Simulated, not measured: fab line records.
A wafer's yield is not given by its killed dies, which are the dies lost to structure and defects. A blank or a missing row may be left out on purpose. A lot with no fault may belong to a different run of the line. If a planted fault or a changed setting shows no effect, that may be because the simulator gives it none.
Comparing a struck lot with a sound one :: flow sky130 :: 14 steps out of a route of 708
Sound: these wafers, L314.2, L314.3, L314.4. Wafers struck: L318.1, L318.4, L318.6. The cause comes at the end.
Each step with rows lists, per side, the tool, then ch with its chambers, then its first start. Under that, the readings that differ: sound wafers :: struck wafers :: difference of the means :: sigmas: that difference in standard deviations of wafers without a fault.
alike: readings with means less than 2 such deviations apart, plus words and numbers identical on both sides. not compared: withheld readings, readings lacking a value on some wafer, bounds such as >300 that could conceal the same value, and numbers that have no deviation in the record and whose values overlap.
Wherever a step has rows on one side only, a row that says differs or no value, or a row with sigmas, the two part there. Non-overlapping numbers with no deviation appear without sigmas and do not part them. Lack of a reading on every wafer of one side parts them only where that side has two or more wafers.

first, 2 steps without rows for these wafers: SKY_NWELL_PEB_08; SKY_NWELL_DEVELOP_09 (develop time 60 s).
SKY_NWELL_OVL_MEAS_10:
  sound on overlay-02 at day 7 13:08; struck on overlay-01 at day 8 06:25
  alike: NWELL_00_OVL
then, 3 steps without rows for these wafers: SKY_NWELL_IMPLANT_11; SKY_NWELL_IMPLANT_12; SKY_NWELL_IMPLANT_13.
SKY_NWELL_STRIP_14: strips in O2/N2.
  sound on plasmaAsher-01 ch 0,1, day 7 13:37; struck on plasmaAsher-02 ch 0,1, day 8 06:55
  alike: drypumpMotorCurrentA, oesProductAu, stripTimeToEndpointS
  not compared: rfHoursCounterH
SKY_NWELL_TW_MEAS_15:
  sound on filmMetro-01 at day 7 13:44; struck on filmMetro-03 at day 8 07:01
  alike: NWELL_TW
then, 4 steps without rows for these wafers: SKY_NWELL_DEHYDRATE_16 (time 60 s); SKY_NWELL_HMDS_17 (prime time 60 s); SKY_NWELL_COAT_18 (resist thk 3000 nm); SKY_NWELL_SOFTBAKE_19.
SKY_NWELL_EXPOSE_20: exposes mask NWM COMPLEMENT, target cd 840 nm.
  struck on ilineStepper-01, day 8 17:46; sound on ilineStepper-02 ch 0, day 8 00:07
  no value came back on the struck wafers for exposureDoseMJCm2, focusOffsetNm (nm); on the sound wafers exposureDoseMJCm2 reads 259.96 260.26 260.59
reading: model.NWELL.overlayYNm (nm)
sound: 0.1102 0.1102 0.1102
struck: -0.8334 -0.8334 -0.8334
difference: -0.9436
sigmas: 

reading: model.NWELL.overlayXNm (nm)
sound: -0.5657 -0.5657 -0.5657
struck: -1.015 -1.015 -1.015
difference: -0.449
sigmas: 
  alike: mask
after that, 1 step had no rows for these wafers: SKY_NWELL_PEB_21.

## WHERE THEY PART
At SKY_NWELL_EXPOSE_20 and nowhere else, as far as this record goes.

WHY: what had been put in by the simulator
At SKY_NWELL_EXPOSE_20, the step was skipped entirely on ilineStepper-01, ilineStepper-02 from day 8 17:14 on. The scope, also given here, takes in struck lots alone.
